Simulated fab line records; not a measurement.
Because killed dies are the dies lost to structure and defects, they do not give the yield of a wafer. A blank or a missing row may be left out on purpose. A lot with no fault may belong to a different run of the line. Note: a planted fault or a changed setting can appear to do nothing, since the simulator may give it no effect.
A single fault, viewed from 2 desks | flow sky130 | every desk sees just its own numbers, and what lay behind them comes last

METROLOGY DESK
What the gauges read, lot by lot, whatever tool the lot ran on: means of the sampled wafers that have a number. If a lot's mean is further than 4 standard deviations from the usual mean, the lot is out of limits and carries the mark OUT (the distance appears in the brackets).
Columns: A = VIA3_OVL at SKY_VIA3_OVL_MEAS_13, usual 2 nm; B = PASSIVATION_CVD_00_THK at SKY_PASSIVATION_THK_MEAS_01, usual 90.0 nm; C = PASSIVATION_CVD_02_THK at SKY_PASSIVATION_THK_MEAS_03, usual 540 nm
lot  | first seen here | A  | B    | C
L337 | day 38 22:13    | 2  | 90.5 | 537
L338 | day 39 09:45    | -4 | 89.4 | 539
L339 | day 39 17:10    | -4 | 89.2 | 542
L341 | day 40 15:39    | 3  | 90.1 | 538
L343 | day 41 01:47    | 8  | 89.7 | 544
L344 | day 41 13:49    | 2  | 90.4 | 540
L346 | day 42 03:07    | 2  | 89.5 | 534
L349 | day 42 21:22    | 6  | 88.6 | 532
L351 | day 44 22:56    | -0 | 92.8 | 668 (+19) OUT
L360 | day 46 08:03    | -0 | 89.3 | 538
L359 | day 46 13:32    | -4 | 91.0 | 551
Finding of this desk: L351 out of limits, first seen on L351 at day 48 13:16 (PASSIVATION_CVD_02_THK at SKY_PASSIVATION_THK_MEAS_03). In limits: L337, L338, L339, L341, L343, L344, L346, L349, L360, L359.

THE TOOL OWNER'S DESK: pecvd-04
The tool's own readings at SKY_PASSIVATION_CVD_02 (deposits Si3N4, target thk 540 nm): means of the sampled wafers that have a number, for each lot that ran on this tool. If a lot's mean is further than 4 standard deviations from the usual mean, the lot is out of limits and carries the mark OUT (the distance appears in the brackets).
Columns: A = heater power w at SKY_PASSIVATION_CVD_02, usual 739 W
lot  | first seen here | A
L337 | day 43 05:10    | 744
L338 | day 43 16:06    | 789
L341 | day 44 18:57    | 802
L346 | day 46 01:02    | 782
L351 | day 48 13:08    | 688
This desk found nothing out of limits on any of the 5 lots.

PUT TOGETHER
On L351, the metrology desk was in a position to raise an alarm at day 48 13:16.
The tool owner's desk saw nothing out of limits.
Tool owner's desk: L351 on record, inside its limits.
SKY_PASSIVATION_CVD_02 was run on pecvd-04 by each of the lots named.

WHAT THE SIMULATOR PUT IN
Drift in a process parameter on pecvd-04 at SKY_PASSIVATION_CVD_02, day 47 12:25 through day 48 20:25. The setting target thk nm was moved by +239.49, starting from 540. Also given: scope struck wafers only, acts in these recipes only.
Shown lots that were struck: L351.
Time in hours between the start of the fault and the first out-of-limits reading at each desk: metrology desk, 25.
